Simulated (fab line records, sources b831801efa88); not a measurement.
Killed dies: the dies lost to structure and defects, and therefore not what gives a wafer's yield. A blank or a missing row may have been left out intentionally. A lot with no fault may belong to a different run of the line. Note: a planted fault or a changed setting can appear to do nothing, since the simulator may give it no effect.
Comparing a struck lot with a sound one ; flow gf180mcu ; 24 out of 602 route steps
Sound: wafers L928.1, L928.2, L928.3. Wafers struck: L936.3, L936.5, L936.6. The cause is given at the end.
Per side, at each step with rows, come the tool, then ch with its chambers, and then its first start. Under that, the readings that differ: sound wafers ; struck wafers ; difference of the means ; sigmas: that difference in standard deviations of wafers without a fault.
alike: readings whose means differ by less than 2 such deviations, and words and numbers that are the same on both sides. not compared: withheld readings, readings that some wafer has no value for, bounds like >300 that may hide the same value, and numbers for which the record gives no deviation and whose values overlap.
The two part at a step that has a row with sigmas, a row that says differs or no value, or rows on one side only. Numbers that have no deviation but don't overlap get no sigmas and don't part them. A reading that every wafer of one side lacks parts them only if that side has two wafers or more.

GF_PSD_OVL_MEAS_08:
  sound on overlay-01, day 19 08:11; struck on overlay-02, day 22 10:21
  alike: PSD_OVL
then, 1 step without rows for these wafers: GF_PSD_IMPLANT_09.
GF_PSD_STRIP_10: strips in O2/N2.
  sound on plasma_asher-03 ch 0,1, day 19 08:22; struck on plasma_asher-01 ch 0,1, day 22 10:34
  alike: drypump_motor_current_A, heater_power_w, oes_product_au, strip_time_to_endpoint_s
  not compared: rf_hours_counter_h
GF_PSD_TW_MEAS_11:
  sound on film_metro-01, day 19 08:28; struck on film_metro-01, day 22 10:39
  alike: PSD_TW
then, 1 step without rows for these wafers: GF_PSD_CLEAN_12 (cleans in SC1/SC2, time 150 s).
GF_PSD_RTA_13: time 20 s.
  sound on rtp_anneal-01 ch 0, day 19 08:35; struck on rtp_anneal-01 ch 0, day 22 10:50
  alike: anneal_temp_c_max, lamp_power_pct, wafer_temp_C_max
GF_PSD_RS_MEAS_14: the measuring method here is four-point-probe.
  sound on film_metro-04, day 19 08:40; struck on film_metro-02, day 22 10:56
reading;sound;struck;difference;sigmas
NSD_RS (ohm/sq);46.06 46.01 46.03;46.26 46.33 46.27;+0.25;+2
GF_PSD_RS_MEAS_15: the measuring method here is four-point-probe.
  sound on film_metro-04, day 19 08:47; struck on film_metro-02, day 22 11:03
  alike: PSD_RS
GF_SAB_CVD_00: deposits SiO2 from TEOS, target thk 50 nm, time 4.9302 s.
  sound on pecvd-04 ch 0,1,2, day 19 08:55; struck on pecvd-04 ch 0,1,2, day 22 11:08
  alike: heater_power_w
GF_SAB_THK_MEAS_01:
  sound on film_metro-01, day 19 08:56; struck on film_metro-01, day 22 11:10
  alike: SAB_CVD_00_THK
then, 2 steps without rows for these wafers: GF_SAB_DEHYDRATE_02 (time 60 s); GF_SAB_HMDS_03 (prime time 60 s).
GF_SAB_COAT_04: resist thk 1000 nm.
  sound on litho_track-01 ch 0, day 19 21:40; struck on litho_track-01 ch 0, day 22 21:19
reading;sound;struck;difference;sigmas
spin_speed_rpm (rpm);3001.9 3002.6 2994.8;3157.4 3153.2 3152.7;+154.7;+81
model.NOVOLAK_of_SAB_COAT_04.thk_nm (nm);999.5 997.9 999.6;973 973.2 975;-25;
  alike: dispense_pressure_kPa
then, 4 steps without rows for these wafers: GF_SAB_SOFTBAKE_05 (time 60 s); GF_SAB_EXPOSE_06 (exposes mask SAB, target cd 420 nm); GF_SAB_PEB_07; GF_SAB_DEVELOP_08 (develop time 60 s).
GF_SAB_CD_MEAS_09 targets a cd of 420 nm.
  sound on cd_sem-01, day 20 09:34; struck on cd_sem-02, day 23 09:32
  alike: cd_nm
GF_SAB_OVL_MEAS_10:
  sound on overlay-01, day 20 09:41; struck on overlay-02, day 23 09:38
reading;sound;struck;difference;sigmas
SAB_OVL (nm);-1.2 -2.0 -3.1;2.3 1.8 1.4;+3.9;+3
GF_SAB_ETCH_11: etches SiO2 in C4F8/O2/Ar, target depth 55 nm, time 8.5 s.
  sound on rie_diel-03 ch 0,1,2, day 20 09:43; struck on rie_diel-04 ch 0,1,2, day 23 09:39
reading;sound;struck;difference;sigmas
model.NOVOLAK_of_SAB_COAT_04.thk_nm (nm);987.9 987 988;961.4 962.5 963.3;-25.2;
  alike: oes_product_au
  not compared: rf_hours_counter_h
then, 1 step without rows for these wafers: GF_SAB_WET_ETCH_12 (etches SiO2 in dHF, target depth 22 nm, time 440 s).
GF_SAB_STRIP_13: strips in O2/N2.
  sound on plasma_asher-01 ch 0,1, day 20 09:53; struck on plasma_asher-03 ch 0,1, day 23 09:52
reading;sound;struck;difference;sigmas
strip_time_to_endpoint_s (s);12.60 12.59 12.61;12.29 12.30 12.31;-0.30;-9
  alike: drypump_motor_current_A, heater_power_w, oes_product_au
  not compared: rf_hours_counter_h
then, 1 step without rows for these wafers: GF_SALICIDE_CLEAN_00 (cleans in SC1/SC2, time 150 s).
-- the record jumps here: 12 days lie between the struck wafers' starts before and after (it left off in module SALICIDE and takes up again in module PASSIVATION, whose first step shown is number 602 of the route) --
GF_PASSIVATION_PROBE_99:
  rows exist in the record for the struck wafers here (prober-02, day 35 03:47), but not for the sound ones

== WHERE THEY PART ==
First at GF_PSD_RS_MEAS_14; last, within this record, at GF_PASSIVATION_PROBE_99.

WHY: the cause the simulator had injected
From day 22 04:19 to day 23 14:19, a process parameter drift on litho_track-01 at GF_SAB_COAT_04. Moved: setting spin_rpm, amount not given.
